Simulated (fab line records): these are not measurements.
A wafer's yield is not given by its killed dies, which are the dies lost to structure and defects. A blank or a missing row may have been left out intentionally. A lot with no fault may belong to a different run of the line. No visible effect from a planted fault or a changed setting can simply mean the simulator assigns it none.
Which of the tools did it? | flow sky130 | 12 lots, 36 wafers sampled, at 3 steps of a route of 708

== WHAT THE GAUGES SHOWED, per wafer ==
SKY_METAL2_CD_MEAS_15: the cd target is 140 nm.
lot  | measured     | on        | cd-nm (nm)
L075 | day 35 11:50 | cd-sem-01 | 140.6 140.8 140.3
L077 | day 36 02:17 | cd-sem-02 | 140.9 140.2 140.9
L079 | day 36 16:40 | cd-sem-01 | 141.6 140.6 138.7
L081 | day 37 09:02 | cd-sem-01 | 141.9 140.9 142.1
L083 | day 38 06:32 | cd-sem-01 | 138.4 138.5 140.2
L085 | day 38 16:51 | cd-sem-02 | 142.1 140.0 139.6
L087 | day 40 05:14 | cd-sem-01 | 137.7 140.6 140.8
L089 | day 40 06:44 | cd-sem-01 | 138.0 138.0 138.1
L091 | day 40 07:20 | cd-sem-01 | 139.7 139.0 138.8
L093 | day 40 13:02 | cd-sem-02 | 141.7 141.6 141.0
L095 | day 41 10:47 | cd-sem-02 | 138.5 138.6 138.9
L097 | day 41 21:02 | cd-sem-02 | 141.7 143.5 141.1

== WHAT TOOL EACH LOT RAN ON (gives the tool, then ch and the chambers of the sampled wafers, and finally the start) ==
lot  | SKY_CONTACT_STRIP_19                 | SKY_METAL2_SPUTTER_00
L075 | plasma-asher-02 ch 0,1, day 31 23:46 | pvd-sputter-02, day 34 09:26
L077 | plasma-asher-02 ch 0,1, day 32 14:03 | pvd-sputter-04, day 34 23:53
L079 | plasma-asher-03 ch 0,1, day 33 05:56 | pvd-sputter-04, day 35 14:15
L081 | plasma-asher-02 ch 0,1, day 33 20:54 | pvd-sputter-04, day 36 06:23
L083 | plasma-asher-03 ch 0,1, day 34 19:35 | pvd-sputter-04, day 37 04:53
L085 | plasma-asher-04 ch 0,1, day 35 06:46 | pvd-sputter-02, day 37 15:16
L087 | plasma-asher-02 ch 0,1, day 36 21:33 | pvd-sputter-02, day 39 04:23
L089 | plasma-asher-02 ch 0,1, day 36 21:55 | pvd-sputter-01, day 39 05:43
L091 | plasma-asher-03 ch 0,1, day 37 00:00 | pvd-sputter-01, day 39 06:23
L093 | plasma-asher-02 ch 0,1, day 37 05:07 | pvd-sputter-04, day 39 12:25
L095 | plasma-asher-02 ch 0,1, day 38 03:31 | pvd-sputter-02, day 40 10:09
L097 | plasma-asher-04 ch 0,1, day 38 16:12 | pvd-sputter-02, day 40 21:08
- SKY_CONTACT_STRIP_19: strips in O2/N2.
- SKY_METAL2_SPUTTER_00: material Ti, target thk 15 nm, time 10 s.

== THE ANSWER, worked out from the rows above alone ==
Rule: usual is defined by the lots themselves. Put in order of their means at a reading, lots are off if they are a third of the lots or fewer, leave a main group of 4 or more, and stand apart from it by a gap of 3 or more times the standard deviation of the main group's means; of several such gaps the widest counts. A main group is skipped when, at the precision printed for the reading in the tables above, its means are all equal. Also off: a lot with no number at a reading for which 4 or more lots have one. All remaining lots with rows at the step are treated as sound.
No lot is off on any of the readings shown, so nothing can be concluded from this.

== WHAT HAD BEEN PUT IN BY THE SIMULATOR ==
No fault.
